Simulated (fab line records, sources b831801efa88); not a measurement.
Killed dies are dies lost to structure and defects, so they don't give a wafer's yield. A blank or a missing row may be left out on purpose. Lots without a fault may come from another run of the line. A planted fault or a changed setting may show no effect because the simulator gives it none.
fab line records | flow sky130 | part 1 of 2: steps 1 to 30 of 31
record lots=7 wafers=19 last_day=50
route steps=708 shown LI_CONTACT@375 LOCAL_INTERCONNECT@387 PAD_OPEN@708
lots that met no fault: from a run of the same line without faults
start_h: hours from the record's first day to the start of the lot's first wafer shown | wait_h: hours since the lot's step before | " the same as in the row above | L1.1+2: a row that stands for several wafers | - no value, or no start given | * or withheld: withheld | < > ~ a bound
route shown NAME@n: a module of which the file shows steps, and the number in the route of the first | usual: mean/standard deviation of fault-free wafers | same: alike in all rows | chamber/n: place in a boat | sites: the reading at each site | _std_site: their standard deviation | _edge_site: outer sites' mean less inner sites' | radius_mm: how far each site lies from the wafer's centre | mask NAME#n: copy n | behind: the tool/chamber that last shaped the wafer | hold: why the lot was held/for how many hours/how that ended | device: the transistor (n, p or np) that didn't switch | end of line: the same wafers' tests at the end of the route | a step without rows: its recipe alone | killed: dies lost to structure and defects at the first sort, not the wafer's yield | map: a wafer's dies, x killed, . not, _ none there
set.NAME: the setting as run; set.NAME@STEP: as run at that earlier step | model.NAME: the simulator's own value behind a step, which no gauge read
lots at some steps of the route; a table a step, a row a wafer
services: from which hour (start_h, from the record's first day; less than 0 if before it) a tool's chamber was out of use, for how many hours, and why
## steps
# step SKY_LI_CONTACT_OVL_MEAS_13
# usual LI_CONTACT_OVL=-3/6.2
# columns lot.wafer tool chamber start_h wait_h LI_CONTACT_OVL[nm]
L194.2 overlay-02 - 698.41 0.1 8
L194.3 " - " " 4
L194.5 " - " " 2
L198.1 overlay-02 - 725.09 0.1 -4
L198.5 " - " " -3
L198.6 " - " " -6
L207.2 overlay-01 - 809.51 0.1 4
L207.4 " - " " 2
L207.5 " - " " 6
L208.5 overlay-01 - 815.28 0.0 -7
L208.6 " - " " -4
L209.2 overlay-02 - 818.13 0.1 -2
L209.5 " - " " 3
L210.1 overlay-01 - 823.07 0.1 -8
L210.3 " - " " -11
L210.5 " - " " -14
L213.1 overlay-01 - 841.59 0.1 -2
L213.4 " - " " 7
L213.5 " - " " -3
# step SKY_LI_CONTACT_ETCH_14
# recipe chemistry=N2/H2 target=BARC ion_energy_ev=200 source_w=500 bias_w=100 pressure_mtorr=30 n2_flow_sccm=100 h2_flow_sccm=200 stop_on=SiO2 time_s=45.9 target_depth_a=600
# step SKY_LI_CONTACT_ETCH_15
# recipe target=PSG chemistry=C4F8/O2/Ar stop_on=Si taper_deg=4.15 mask_material=KrF-thick source_w=1500 bias_w=1200 pressure_mtorr=40 c4f8_flow_sccm=withheld O2_flow_sccm=6 Ar_flow_sccm=300 time_s=withheld target_depth_a=6000
# usual oes_product_au=0.837/0.0049
# columns lot.wafer tool chamber start_h wait_h oes_product_au
L194.2 rie_diel-03 0 698.48 0.0 0.839
L194.3 " 2 " " 0.833
L194.5 " 2 " " 0.842
L198.1 rie_diel-03 1 725.17 0.0 0.828
L198.5 " 1 " " 0.825
L198.6 " 0 " " 0.839
L207.2 rie_diel-03 3 809.59 0.0 0.835
L207.4 " 0 " " 0.838
L207.5 " 1 " " 0.835
L208.5 rie_diel-02 3 815.38 0.0 0.832
L208.6 " 2 " " 0.840
L209.2 rie_diel-01 2 818.20 0.0 0.832
L209.5 " 1 " " 0.849
L210.1 rie_diel-03 2 823.15 0.0 0.842
L210.3 " 1 " " 0.838
L210.5 " 1 " " 0.844
L213.1 rie_diel-02 0 841.67 0.0 0.834
L213.4 " 3 " " 0.826
L213.5 " 2 " " 0.831
# step SKY_LI_CONTACT_STRIP_16
# recipe chemistry=O2/N2 power_w=1400 pressure_mtorr=1500 platen_temp_c=withheld o2_flow_sccm=3000 n2_flow_sccm=300 overash_fraction=0.5
# step SKY_LI_CONTACT_CLEAN_17
# recipe chemistry=NMP time_s=600 temp_c=60 dry=n2_spin
# step SKY_LI_CONTACT_PRE_CLEAN_18
# recipe gas=Ar time_s=5.6 bias_v=358
# step SKY_LI_CONTACT_SPUTTER_19
# recipe material=Ti target_thk_nm=20 chamber_pressure_pa=5 power_w=2500 substrate_temp_c=200 time_s=106.37
# usual substrate_temp_c=200.02/0.16 throttle_valve_pct=29.8/1.2
# columns lot.wafer tool chamber start_h wait_h substrate_temp_c throttle_valve_pct
L194.2 pvd_sputter-04 - 698.87 0.0 200.02 28.1
L194.3 " - " " 200.24 29.7
L194.5 " - " " 199.97 28.9
L198.1 pvd_sputter-04 - 725.55 0.0 199.86 27.6
L198.5 " - " " 200.01 28.9
L198.6 " - " " 199.98 27.7
L207.2 pvd_sputter-02 - 809.97 0.0 199.98 31.7
L207.4 " - " " 200.10 31.0
L207.5 " - " " 200.28 32.0
L208.5 pvd_sputter-02 - 815.77 0.0 200.03 31.6
L208.6 " - " " 199.95 30.5
L209.2 pvd_sputter-04 - 818.60 0.0 200.20 29.1
L209.5 " - " " 200.16 29.2
L210.1 pvd_sputter-04 - 823.53 0.0 200.04 28.9
L210.3 " - " " 199.95 27.8
L210.5 " - " " 200.19 29.0
L213.1 pvd_sputter-02 - 842.06 0.0 200.04 31.8
L213.4 " - " " 199.96 30.8
L213.5 " - " " 200.07 32.1
# step SKY_LI_CONTACT_SPUTTER_20
# recipe material=TiN target_thk_nm=20 chamber_pressure_pa=5 power_w=4000 time_s=80
# step SKY_LI_CONTACT_CVD_21
# recipe material=W target_thk_nm=400 time_s=120.56 temp_c=400 pressure_torr=40
# usual heater_power_w=844/21
# columns lot.wafer tool chamber start_h wait_h heater_power_w
L194.2 cvd_w-01 0 699.00 0.0 802
L194.3 " 1 " " 852
L194.5 " 1 " " 848
L198.1 cvd_w-01 0 725.68 0.0 796
L198.5 " 1 " " 866
L198.6 " 0 " " 824
L207.2 cvd_w-01 1 810.10 0.0 880
L207.4 " 1 " " 864
L207.5 " 1 " " 882
L208.5 cvd_w-01 0 815.95 0.1 796
L208.6 " 1 " " 859
L209.2 cvd_w-01 0 818.73 0.0 823
L209.5 " 0 " " 820
L210.1 cvd_w-02 1 823.67 0.0 853
L210.3 " 1 " " 850
L210.5 " 0 " " 864
L213.1 cvd_w-01 0 842.20 0.0 848
L213.4 " 0 " " 853
L213.5 " 1 " " 867
# step SKY_LI_CONTACT_RS_MEAS_22
# recipe thk_meas_gauge=four-point-probe reads=W_of_LI_CONTACT_CVD_21+TiN_of_LI_CONTACT_SPUTTER_20+Ti_of_LI_CONTACT_SPUTTER_19
# usual LI_CONTACT_W_RS=0.283/0.0035
# columns lot.wafer tool chamber start_h wait_h LI_CONTACT_W_RS[ohm/sq]
L194.2 film_metro-02 - 699.15 0.1 0.275
L194.3 " - " " 0.284
L194.5 " - " " 0.283
L198.1 film_metro-01 - 725.81 0.1 0.280
L198.5 " - " " 0.288
L198.6 " - " " 0.280
L207.2 film_metro-02 - 810.25 0.1 0.287
L207.4 " - " " 0.287
L207.5 " - " " 0.288
L208.5 film_metro-03 - 816.07 0.1 0.280
L208.6 " - " " 0.287
L209.2 film_metro-02 - 818.88 0.1 0.278
L209.5 " - " " 0.277
L210.1 film_metro-03 - 823.79 0.1 0.282
L210.3 " - " " 0.282
L210.5 " - " " 0.286
L213.1 film_metro-01 - 842.33 0.1 0.277
L213.4 " - " " 0.280
L213.5 " - " " 0.285
# step SKY_LI_CONTACT_THK_MEAS_23
# recipe thk_meas_gauge=xrf reads=W_of_LI_CONTACT_CVD_21
# usual LI_CONTACT_W_THK=386/7
# columns lot.wafer tool chamber start_h wait_h LI_CONTACT_W_THK[nm]
L194.2 film_metro-02 - 699.26 0.1 386
L194.3 " - " " 373
L194.5 " - " " 376
L198.1 film_metro-01 - 725.93 0.1 394
L198.5 " - " " 382
L198.6 " - " " 394
L207.2 film_metro-02 - 810.36 0.1 379
L207.4 " - " " 380
L207.5 " - " " 381
L208.5 film_metro-03 - 816.15 0.1 394
L208.6 " - " " 382
L209.2 film_metro-02 - 818.99 0.1 382
L209.5 " - " " 385
L210.1 film_metro-03 - 823.91 0.1 390
L210.3 " - " " 390
L210.5 " - " " 383
L213.1 film_metro-01 - 842.45 0.1 395
L213.4 " - " " 391
L213.5 " - " " 386
# step SKY_LI_CONTACT_CMP_24
# recipe stop_on=PSG t_overpolish_s=20 down_force_psi=3.5 platen_rpm=60 target_thk_nm=0 pad_velocity_m_s=0.94248
# step SKY_LOCAL_INTERCONNECT_SPUTTER_00
# recipe material=TiN target_thk_nm=100 temp_c=300 power_w=6500 time_s=83.3 chamber_pressure_pa=0.4
# usual substrate_temp_c=300.00/0.18 throttle_valve_pct=29.3/0.86
# columns lot.wafer tool chamber start_h wait_h substrate_temp_c throttle_valve_pct model.TiN_of_LOCAL_INTERCONNECT_SPUTTER_00.thk_nm
L194.2 pvd_sputter-01 - 699.61 0.2 299.87 30.3 99.24
L194.3 " - " " 299.90 29.5 99.03
L194.5 " - " " 299.89 29.1 99.14
L198.1 pvd_sputter-04 - 726.29 0.1 300.06 30.0 101.6
L198.5 " - " " 299.77 29.3 101.9
L198.6 " - " " 300.09 30.0 101.5
L207.2 pvd_sputter-04 - 810.71 0.1 299.93 27.8 99.3
L207.4 " - " " 299.82 28.8 99.51
L207.5 " - " " 300.06 30.0 106.3
L208.5 pvd_sputter-04 - 816.51 0.0 300.15 29.1 105.7
L208.6 " - " " 300.41 27.7 97.97
L209.2 pvd_sputter-04 - 819.34 0.1 300.06 28.9 100.2
L209.5 " - " " 299.64 28.5 107.7
L210.1 pvd_sputter-01 - 824.27 0.2 300.09 29.0 99.39
L210.3 " - " " 300.09 30.3 100.5
L210.5 " - " " 300.07 30.2 98.87
L213.1 pvd_sputter-03 - 842.81 0.2 299.90 31.1 99.96
L213.4 " - " " 300.26 30.0 100.4
L213.5 " - " " 299.82 28.7 99.75
# step SKY_LOCAL_INTERCONNECT_RS_MEAS_01
# recipe thk_meas_gauge=four-point-probe reads=TiN_of_LOCAL_INTERCONNECT_SPUTTER_00
# usual LOCAL_INTERCONNECT_TIN_RS=14.12/0.14
# columns lot.wafer tool chamber start_h wait_h LOCAL_INTERCONNECT_TIN_RS[ohm/sq]
L194.2 film_metro-03 - 699.69 0.1 14.25
L194.3 " - " " 14.32
L194.5 " - " " 14.26
L198.1 film_metro-04 - 726.35 0.0 13.92
L198.5 " - " " 13.85
L198.6 " - " " 13.94
L207.2 film_metro-03 - 810.79 0.1 14.23
L207.4 " - " " 14.23
L207.5 " - " " 13.28
L208.5 film_metro-01 - 816.62 0.1 13.37
L208.6 " - " " 14.47
L209.2 film_metro-04 - 819.44 0.1 14.11
L209.5 " - " " 13.09
L210.1 film_metro-03 - 824.34 0.0 14.25
L210.3 " - " " 14.06
L210.5 " - " " 14.34
L213.1 film_metro-04 - 842.87 0.0 14.16
L213.4 " - " " 14.10
L213.5 " - " " 14.21
# step SKY_LOCAL_INTERCONNECT_THK_MEAS_02
# recipe thk_meas_gauge=xrf reads=TiN_of_LOCAL_INTERCONNECT_SPUTTER_00
# usual LOCAL_INTERCONNECT_TIN_THK=98.7/0.98
# columns lot.wafer tool chamber start_h wait_h LOCAL_INTERCONNECT_TIN_THK[nm]
L194.2 film_metro-03 - 699.80 0.1 97.7
L194.3 " - " " 97.5
L194.5 " - " " 97.8
L198.1 film_metro-04 - 726.47 0.1 100.4
L198.5 " - " " 100.3
L198.6 " - " " 100.0
L207.2 film_metro-03 - 810.90 0.1 97.1
L207.4 " - " " 98.0
L207.5 " - " " 104.5
L208.5 film_metro-01 - 816.70 0.1 104.4
L208.6 " - " " 96.2
L209.2 film_metro-04 - 819.55 0.1 98.3
L209.5 " - " " 106.0
L210.1 film_metro-03 - 824.46 0.1 98.5
L210.3 " - " " 99.3
L210.5 " - " " 97.6
L213.1 film_metro-04 - 842.99 0.1 98.8
L213.4 " - " " 98.9
L213.5 " - " " 98.9
# step SKY_LOCAL_INTERCONNECT_DEHYDRATE_03
# recipe temp_c=200 time_s=60
# step SKY_LOCAL_INTERCONNECT_HMDS_04
# recipe prime_time_s=60 prime_temp_c=120
# step SKY_LOCAL_INTERCONNECT_COAT_05
# recipe resist=BARC temp_c=withheld time_s=withheld spin_rpm=3000 resist_thk_nm=60
# step SKY_LOCAL_INTERCONNECT_COAT_06
# recipe resist=KrF-thick spin_rpm=3000 resist_thk_nm=450
# step SKY_LOCAL_INTERCONNECT_SOFTBAKE_07
# recipe temp_c=100 time_s=90 resist=KrF-thick
# step SKY_LOCAL_INTERCONNECT_EXPOSE_08
# recipe mask_id=LI1M na=0.8 source_shape=annular sigma_inner=0.55 sigma_outer=0.85 target_cd_nm=170 dose_mj=28
# step SKY_LOCAL_INTERCONNECT_PEB_09
# recipe peb_temp_c=withheld peb_time_s=withheld resist=KrF-thick
# step SKY_LOCAL_INTERCONNECT_DEVELOP_10
# recipe develop_time_s=60 resist=KrF-thick dev_temp_c=21
# step SKY_LOCAL_INTERCONNECT_CD_MEAS_11
# recipe target_cd_nm=170
# usual cd_nm=170.3/1.7
# columns lot.wafer tool chamber start_h wait_h cd_nm
L194.2 cd_sem-02 - 727.23 - 171.8
L194.3 " - " " 171.3
L194.5 " - " " 169.5
L198.1 cd_sem-02 - 753.57 - 171.1
L198.5 " - " " 169.9
L198.6 " - " " 169.8
L207.2 cd_sem-02 - 836.73 - 169.3
L207.4 " - " " 167.6
L207.5 " - " " 168.5
L208.5 cd_sem-02 - 842.50 - 170.5
L208.6 " - " " 170.2
L209.2 cd_sem-02 - 845.73 - 170.2
L209.5 " - " " 170.8
L210.1 cd_sem-02 - 850.30 - 170.4
L210.3 " - " " 171.9
L210.5 " - " " 171.7
L213.1 cd_sem-01 - 868.55 - 166.0
L213.4 " - " " 166.7
L213.5 " - " " 166.6
# step SKY_LOCAL_INTERCONNECT_OVL_MEAS_12
# usual LOCAL_INTERCONNECT_OVL=0/5.4
# columns lot.wafer tool chamber start_h wait_h LOCAL_INTERCONNECT_OVL[nm]
L194.2 overlay-02 - 727.34 0.1 -5
L194.3 " - " " 2
L194.5 " - " " 0
L198.1 overlay-02 - 753.69 0.1 -8
L198.5 " - " " -5
L198.6 " - " " 2
L207.2 overlay-02 - 836.84 0.1 2
L207.4 " - " " 9
L207.5 " - " " 8
L208.5 overlay-02 - 842.56 0.0 4
L208.6 " - " " 6
L209.2 overlay-02 - 845.84 0.1 7
L209.5 " - " " -2
L210.1 overlay-02 - 850.42 0.1 4
L210.3 " - " " 4
L210.5 " - " " 8
L213.1 overlay-01 - 868.67 0.1 2
L213.4 " - " " -14
L213.5 " - " " -10
# step SKY_LOCAL_INTERCONNECT_ETCH_13
# recipe chemistry=N2/H2 target=BARC ion_energy_ev=200 bias_w=100 pressure_mtorr=30 n2_flow_sccm=100 h2_flow_sccm=200 icp_w=500 stop_on=SiO2 time_s=45.9 target_depth_a=600
# usual drypump_motor_current_A=5.4/0.39 he_backside_leak_sccm=3.3/0.35 oes_product_au=0.855/0.0045 throttle_valve_pct=13.225/0.0093
# columns lot.wafer tool chamber start_h wait_h drypump_motor_current_A he_backside_leak_sccm oes_product_au rf_hours_counter_h throttle_valve_pct
L194.2 rie_metal-02 0 727.37 0.0 5.7 3.6 0.856 9 13.230
L194.3 " 1 " " 6.0 3.2 0.853 - 13.223
L194.5 " 1 " " 6.0 3.3 0.857 - 13.235
L198.1 rie_metal-01 0 753.72 0.0 5.7 3.3 0.849 2 13.226
L198.5 " 0 " " 5.7 3.3 0.860 - 13.230
L198.6 " 1 " " 5.1 3.5 0.854 - 13.220
L207.2 rie_metal-03 0 836.87 0.0 5.1 3.2 0.859 0 13.231
L207.4 " 0 " " 5.1 3.3 0.851 - 13.200
L207.5 " 1 " " 4.9 3.0 0.861 - 13.220
L208.5 rie_metal-03 0 842.62 0.0 5.1 3.2 0.851 - 13.230
L208.6 " 1 " " 4.9 3.1 0.857 - 13.222
L209.2 rie_metal-02 1 845.87 0.0 6.0 3.1 0.854 6 13.220
L209.5 " 1 " " 6.0 3.4 0.860 - 13.232
L210.1 rie_metal-02 0 850.46 0.0 5.8 3.6 0.856 13 13.227
L210.3 " 1 " " 6.0 3.2 0.854 - 13.233
L210.5 " 0 " " 5.7 3.6 0.856 - 13.230
L213.1 rie_metal-03 1 868.71 0.0 4.9 3.1 0.849 12 13.217
L213.4 " 0 " " 5.1 3.2 0.852 - 13.196
L213.5 " 0 " " 5.1 3.3 0.851 - 13.239
# step SKY_LOCAL_INTERCONNECT_METAL_ETCH_14
# recipe target_depth_nm=110 stop_on=PSG chemistry=Cl2/BCl3 target=TiN resist_sidewall_deg=88 pressure_mtorr=10 icp_w=900 bias_w=48.5 Cl2_flow_sccm=60 bcl3_flow_sccm=30 time_s=31.4
# usual drypump_motor_current_A=5.4/0.39 he_backside_leak_sccm=3.28/0.22 oes_product_au=0.942/0.0064 throttle_valve_pct=21.899/0.0096
# columns lot.wafer tool chamber start_h wait_h drypump_motor_current_A he_backside_leak_sccm oes_product_au rf_hours_counter_h throttle_valve_pct
L194.2 rie_metal-02 0 727.43 0.0 5.7 3.40 0.930 9 21.911
L194.3 " 1 " " 6.0 3.33 0.938 - 21.904
L194.5 " 1 " " 6.0 3.18 0.935 - 21.889
L198.1 rie_metal-01 0 753.79 0.0 5.7 3.45 0.944 2 21.896
L198.5 " 0 " " 5.7 3.46 0.948 - 21.887
L198.6 " 1 " " 5.2 3.70 0.947 - 21.891
L207.2 rie_metal-03 0 836.93 0.0 5.1 3.03 0.930 0 21.889
L207.4 " 0 " " 5.1 3.10 0.945 - 21.910
L207.5 " 1 " " 5.0 3.19 0.975 - 21.867
L208.5 rie_metal-03 0 842.67 0.0 5.1 3.29 0.980 - 21.876
L208.6 " 1 " " 5.0 3.03 0.930 - 21.906
L209.2 rie_metal-02 1 845.93 0.0 6.0 3.24 0.937 6 21.904
L209.5 " 1 " " 6.0 3.18 0.981 - 21.876
L210.1 rie_metal-02 0 850.52 0.0 5.7 3.45 0.943 13 21.911
L210.3 " 1 " " 6.0 3.15 0.942 - 21.900
L210.5 " 0 " " 5.7 3.43 0.932 - 21.895
L213.1 rie_metal-03 1 868.77 0.0 5.0 3.13 0.941 12 21.893
L213.4 " 0 " " 5.1 3.17 0.952 - 21.909
L213.5 " 0 " " 5.1 2.94 0.934 - 21.919
# step SKY_LOCAL_INTERCONNECT_STRIP_15
# recipe chemistry=O2/N2 power_w=1400 pressure_mtorr=1500 platen_temp_c=withheld o2_flow_sccm=3000 n2_flow_sccm=300 overash_fraction=0.5
# usual drypump_motor_current_A=5.75/0.21 oes_product_au=0.427/0.0043 strip_time_to_endpoint_s=4.725/0.02
# columns lot.wafer tool chamber start_h wait_h drypump_motor_current_A oes_product_au rf_hours_counter_h strip_time_to_endpoint_s
L194.2 plasma_asher-04 0 727.48 0.0 5.75 0.427 103 4.770
L194.3 " 1 " " 5.85 0.430 - 4.744
L194.5 " 0 " " 5.78 0.427 - 4.740
L198.1 plasma_asher-01 0 753.84 0.0 5.24 0.424 97 4.754
L198.5 " 0 " " 5.26 0.424 - 4.732
L198.6 " 1 " " 5.70 0.425 - 4.749
L207.2 plasma_asher-01 1 836.98 0.0 5.70 0.426 105 4.725
L207.4 " 1 " " 5.72 0.422 - 4.743
L207.5 " 1 " " 5.75 0.431 - 4.713
L208.5 plasma_asher-04 0 842.76 0.1 5.77 0.434 - 4.750
L208.6 " 1 " " 5.90 0.420 - 4.757
L209.2 plasma_asher-04 1 845.98 0.0 5.94 0.426 9 4.703
L209.5 " 0 " " 5.81 0.423 - 4.716
L210.1 plasma_asher-01 0 850.57 0.0 5.27 0.425 107 4.722
L210.3 " 1 " " 5.70 0.426 - 4.718
L210.5 " 0 " " 5.26 0.431 - 4.719
L213.1 plasma_asher-04 1 868.82 0.0 5.89 0.428 12 4.706
L213.4 " 1 " " 5.88 0.426 - 4.702
L213.5 " 0 " " 5.79 0.428 - 4.695
# step SKY_LOCAL_INTERCONNECT_STRIP_16
# recipe chemistry=post_etch_residue_remover time_s=1200 temp_c=72.5
# columns lot.wafer tool chamber start_h wait_h model.TiN_of_LOCAL_INTERCONNECT_SPUTTER_00.thk_nm
L194.2 wet_bench-01 0 727.58 0.1 98.82
L194.3 " 0 " " 98.61
L194.5 " 0 " " 98.72
L198.1 wet_bench-03 1 753.94 0.1 101.2
L198.5 " 1 " " 101.5
L198.6 " 1 " " 101
L207.2 wet_bench-01 2 837.08 0.1 98.88
L207.4 " 2 " " 99.09
L207.5 " 2 " " 105.9
L208.5 wet_bench-03 2 842.79 0.0 105.3
L208.6 " 2 " " 97.56
L209.2 wet_bench-01 2 846.08 0.1 99.77
L209.5 " 2 " " 107.2
L210.1 wet_bench-04 1 850.67 0.1 98.97
L210.3 " 1 " " 100.1
L210.5 " 1 " " 98.45
L213.1 wet_bench-04 3 868.92 0.1 99.54
L213.4 " 3 " " 99.96
L213.5 " 3 " " 99.33
# step SKY_LOCAL_INTERCONNECT_CLEAN_17
# recipe chemistry=IPA time_s=180 temp_c=25
## key
first_sign step=SKY_LOCAL_INTERCONNECT_RS_MEAS_01 reading=LOCAL_INTERCONNECT_TIN_RS direction=down sigmas=6.5 usual=14.12 struck=13.25
effect step=SKY_LOCAL_INTERCONNECT_THK_MEAS_02 reading=LOCAL_INTERCONNECT_TIN_THK direction=up sigmas=6.3 usual=98.7 struck=105.0
effect step=SKY_LOCAL_INTERCONNECT_METAL_ETCH_14 reading=oes_product_au direction=up sigmas=5.7 usual=0.942 struck=0.979
model_effect step=SKY_LOCAL_INTERCONNECT_SPUTTER_00 value=TiN_of_LOCAL_INTERCONNECT_SPUTTER_00.thk_nm without=99.69 struck=106.6
model_effect step=SKY_LOCAL_INTERCONNECT_STRIP_16 value=TiN_of_LOCAL_INTERCONNECT_SPUTTER_00.thk_nm without=99.27 struck=106.1
model_effect step=SKY_PAD_OPEN_PROBE_99 value=etest.res_li.line_ohm_um without=75.52 struck=70.63
met_at SKY_LOCAL_INTERCONNECT_SPUTTER_00
struck_wafers L207.5,L208.5,L209.5
tester_left_out L207,L208,L209
onset_between 726.29 810.71
fault kind=process_parameter_drift tool=pvd_sputter-04 chamber=- onset_h=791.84 steps=SKY_LOCAL_INTERCONNECT_SPUTTER_00 channel=time_s offset=* shape=step end_h=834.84 scope=struck_wafers_only acts_in=* stated=*
# tester_left_out: of these lots the tester's yield and bins aren't shown, on N5 and GAA mostly nor the transistor test; their killed dies are dies lost to structure and defects alone, not to doping, threshold or leakage, so they don't give the yield
